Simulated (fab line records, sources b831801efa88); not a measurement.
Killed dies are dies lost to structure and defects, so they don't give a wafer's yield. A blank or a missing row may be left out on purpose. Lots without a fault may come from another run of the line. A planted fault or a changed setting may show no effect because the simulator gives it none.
Which tool did it? | flow gf180mcu | 14 lots, 41 wafers sampled, at 4 steps of a route of 602

WHAT THE GAUGES READ, wafer by wafer
GF_VT_IMPLANT_RS_MEAS_48: measures by four-point-probe.
lot  | measured     | on            | LVPWELL_RS (ohm/sq)
L734 | day 7 13:49  | film_metro-02 | 1195.6 1197.8 1196.8
L735 | day 7 20:20  | film_metro-01 | 1196.6 1196.6 1198.8
L736 | day 8 03:34  | film_metro-02 | 1202.3 1198.5 1198.8
L737 | day 8 09:52  | film_metro-04 | 1192.2 1194.8 1194.2
L738 | day 8 15:08  | film_metro-01 | 1195.9 1197.8 1197.0
L739 | day 8 22:13  | film_metro-02 | 1198.3 1202.6 1194.7
L740 | day 9 04:31  | film_metro-02 | 1196.2 1196.6 1195.4
L741 | day 9 11:01  | film_metro-02 | 1193.3 1195.0 1190.6
L744 | day 10 06:55 | film_metro-02 | 1190.4 1193.0 1187.6
L751 | day 12 07:59 | film_metro-01 | 1195.8 1196.2 1197.1
L752 | day 12 12:56 | film_metro-04 | 1192.8 1192.7 1190.7
L754 | day 13 00:16 | film_metro-04 | 1196.8 1194.1 1196.6
L756 | day 13 13:05 | film_metro-01 | 1193.9 1193.3
L757 | day 13 16:39 | film_metro-04 | 1191.2 1192.7 1193.9

GF_POLY_GATE_CD_MEAS_18.
lot  | measured     | on        | cd_nm (nm)
L734 | day 9 15:18  | cd_sem-02 | 279.9 278.3 280.0
L735 | day 10 00:55 | cd_sem-02 | 277.8 275.9 279.0
L736 | day 10 10:34 | cd_sem-02 | 281.6 279.2 280.2
L737 | day 10 20:24 | cd_sem-02 | 275.8 275.5 278.3
L738 | day 10 20:24 | cd_sem-01 | 278.4 280.3 277.6
L739 | day 11 00:56 | cd_sem-02 | 280.0 279.2 281.6
L740 | day 11 08:58 | cd_sem-01 | 278.8 280.8 279.7
L741 | day 11 15:32 | cd_sem-01 | 278.3 278.1 280.1
L744 | day 12 06:50 | cd_sem-01 | 280.9 279.1 279.4
L751 | day 14 10:52 | cd_sem-02 | 279.1 280.6 280.7
L752 | day 14 12:08 | cd_sem-02 | 280.7 278.6 279.1
L754 | day 15 08:11 | cd_sem-01 | 279.7 281.8 278.3
L756 | day 15 14:51 | cd_sem-01 | 280.8 280.9
L757 | day 15 17:59 | cd_sem-01 | 277.9 276.1 279.4

GF_HV_LDD_CD_MEAS_19: target cd 400 nm.
lot  | measured     | on        | cd_nm (nm)
L734 | day 11 00:26 | cd_sem-01 | 399.2 398.1 398.5
L735 | day 11 12:02 | cd_sem-01 | 398.8 398.9 399.1
L736 | day 11 22:17 | cd_sem-02 | 402.0 403.0 403.5
L737 | day 12 08:59 | cd_sem-02 | 403.8 406.1 403.2
L738 | day 12 09:23 | cd_sem-02 | 396.7 397.6 397.4
L739 | day 12 14:02 | cd_sem-02 | 397.8 397.2 399.3
L740 | day 12 21:38 | cd_sem-01 | 400.8 399.8 399.8
L741 | day 13 05:41 | cd_sem-01 | 400.4 401.0 401.6
L744 | day 13 21:47 | cd_sem-02 | 396.0 397.6 399.7
L751 | day 16 06:11 | cd_sem-01 | 274.7 274.7 271.0
L752 | day 16 08:27 | cd_sem-01 | 274.1 273.1 273.7
L754 | day 17 03:32 | cd_sem-02 | 399.9 400.0 402.6
L756 | day 17 11:53 | cd_sem-02 | 399.4 400.7
L757 | day 17 14:32 | cd_sem-01 | 401.8 402.4 402.2

WHICH TOOL RAN EACH LOT (tool, then ch and the chambers of the sampled wafers, then the start)
lot  | GF_HV_LDD_DEVELOP_18
L734 | litho_track-04 ch 0, day 11 00:17
L735 | litho_track-02 ch 0, day 11 11:53
L736 | litho_track-01 ch 0, day 11 22:08
L737 | litho_track-04 ch 0, day 12 08:50
L738 | litho_track-02 ch 0, day 12 09:14
L739 | litho_track-04 ch 0, day 12 13:53
L740 | litho_track-04 ch 0, day 12 21:29
L741 | litho_track-02 ch 0, day 13 05:32
L744 | litho_track-02 ch 0, day 13 21:38
L751 | litho_track-01 ch 0, day 16 06:02
L752 | litho_track-01 ch 0, day 16 08:19
L754 | litho_track-04 ch 0, day 17 03:23
L756 | litho_track-02 ch 0, day 17 11:44
L757 | litho_track-04 ch 0, day 17 14:25
- GF_HV_LDD_DEVELOP_18: develop time 60 s.

WHAT THE TOOLS THEMSELVES READ (means of the sampled wafers that have a number; where no wafer has one, the mark that the record gives instead)
The record holds no such reading with a usual standard deviation.

THE ANSWER, worked out from the rows above alone
Rule: what is usual is taken from the lots themselves. Put in order of their means at a reading, lots are off if they are a third of the lots or fewer, leave a main group of 4 or more, and stand apart from it by a gap of 3 or more times the standard deviation of the main group's means; of several such gaps the widest counts. A main group whose means are all the same, to the digits that the tables above print for the reading, isn't used. A lot without any number at a reading at which 4 lots or more have one is off too. The other lots that the step has rows for count as sound. The gauges are gone through in route order, then the tools' own readings, and for those a lot's mean is taken as printed above. The first step at which some lot is off is used, and at that step the reading that is off furthest; a lot without a number counts as furthest.
Off: L751, L752, at GF_HV_LDD_CD_MEAS_19 (cd_nm). The main group: mean 400.2 nm, standard deviation 2.1.
A tool fits if, at a process step before that reading, it ran every lot that is off, and no sound lot after the first of them. The gauges at GF_HV_LDD_CD_MEAS_19 are tried like those tools. One fits: litho_track-01 at GF_HV_LDD_DEVELOP_18. Its last sound lot is L736 (day 11 22:08), its first lot that is off L751 (day 16 06:02): a fault that began between those two fits.

WHAT THE SIMULATOR HAD PUT IN
Process parameter drift: litho_track-01, from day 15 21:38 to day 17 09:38, at GF_HV_LDD_DEVELOP_18. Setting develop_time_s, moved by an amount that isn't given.
Lots struck among those shown: L751, L752. The rule above found the same.
